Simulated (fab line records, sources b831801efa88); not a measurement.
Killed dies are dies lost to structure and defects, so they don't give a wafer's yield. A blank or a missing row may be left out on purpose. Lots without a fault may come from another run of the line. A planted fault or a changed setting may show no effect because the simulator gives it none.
Chamber matching | flow sky130 | SKY_FIELD_ISO_ETCH_14 on rie_diel-02: 4 sister chambers
The step etches BARC in N2/H2, stops on SiO2, time 45.9 s, target depth 60 nm. 20 wafers are shown with their chamber, then 10 later ones without.

WAFERS WITH THEIR CHAMBER
wafer  | chamber | drypump_motor_current_A (A) | oes_product_au (a.u.) | throttle_valve_pct (%)
L075.1 | 0       | 4.7                         | 0.856                 | 13.252
L075.4 | 2       | 5.9                         | 0.859                 | 13.243
L075.5 | 3       | 4.7                         | 0.862                 | 13.223
L076.2 | 0       | 4.7                         | 0.860                 | 13.242
L076.3 | 2       | 5.9                         | 0.853                 | 13.224
L076.6 | 3       | 4.7                         | 0.863                 | 13.219
L077.1 | 3       | 4.7                         | 0.862                 | 13.222
L077.4 | 2       | 5.9                         | 0.853                 | 13.222
L077.5 | 3       | 4.7                         | 0.849                 | 13.225
L081.1 | 1       | 5.3                         | 0.851                 | 13.244
L081.3 | 0       | 4.7                         | 0.857                 | 13.230
L081.5 | 2       | 5.9                         | 0.851                 | 13.227
L086.1 | 1       | 5.2                         | 0.857                 | 13.219
L086.3 | 0       | 4.7                         | 0.856                 | 13.232
L086.6 | 3       | 4.7                         | 0.856                 | 13.230
L089.2 | 1       | 5.3                         | 0.861                 | 13.222
L089.4 | 2       | 5.9                         | 0.848                 | 13.233
L089.6 | 0       | 4.7                         | 0.850                 | 13.218
L090.1 | 0       | 4.7                         | 0.860                 | 13.220
L090.2 | 3       | 4.7                         | 0.859                 | 13.222

SIGNATURES (means of the wafers above)
reading                 | chamber 0 | chamber 1 | chamber 2 | chamber 3 | scatter within a chamber
drypump_motor_current_A | 4.700     | 5.267     | 5.900     | 4.700     | 0.0204
oes_product_au          | 0.85650   | 0.85633   | 0.85280   | 0.85850   | 0.0045
throttle_valve_pct      | 13.23233  | 13.22833  | 13.22980  | 13.22350  | 0.00991
Rule: a wafer's distance from a chamber is the root of the sum, over the readings, of the square of ((its reading less the chamber's mean) divided by the reading's scatter). The wafer belongs to the nearest chamber; if the next one is less than 2 further off, it can't be placed. The scatter: the root of (the sum of the squares of (reading less its chamber's mean) over the shown wafers, divided by (wafers less chambers)).

WAFERS WITHOUT THEIR CHAMBER
wafer  | drypump_motor_current_A (A) | oes_product_au (a.u.) | throttle_valve_pct (%)
L090.5 | 5.9                         | 0.846                 | 13.219
L092.1 | 4.7                         | 0.855                 | 13.237
L092.3 | 5.9                         | 0.856                 | 13.231
L092.6 | 4.7                         | 0.852                 | 13.224
L095.4 | 4.7                         | 0.859                 | 13.234
L095.5 | 4.7                         | 0.854                 | 13.227
L095.6 | 5.3                         | 0.851                 | 13.226
L097.3 | 5.9                         | 0.851                 | 13.209
L097.5 | 5.3                         | 0.850                 | 13.235
L097.6 | 5.9                         | 0.856                 | 13.231

WHICH CHAMBER EACH WENT THROUGH
wafer  | from the rows above     | in truth
L090.5 | 2                       | 2
L092.1 | can't be placed: 0 or 3 | 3
L092.3 | 2                       | 2
L092.6 | can't be placed: 0 or 3 | 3
L095.4 | can't be placed: 0 or 3 | 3
L095.5 | can't be placed: 0 or 3 | 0
L095.6 | 1                       | 1
L097.3 | 2                       | 2
L097.5 | 1                       | 1
L097.6 | 2                       | 2
Placed correctly: 6 of 10. Can't be placed from these rows: 4 (the true chamber is among the candidates in 4). Placed wrongly: 0.
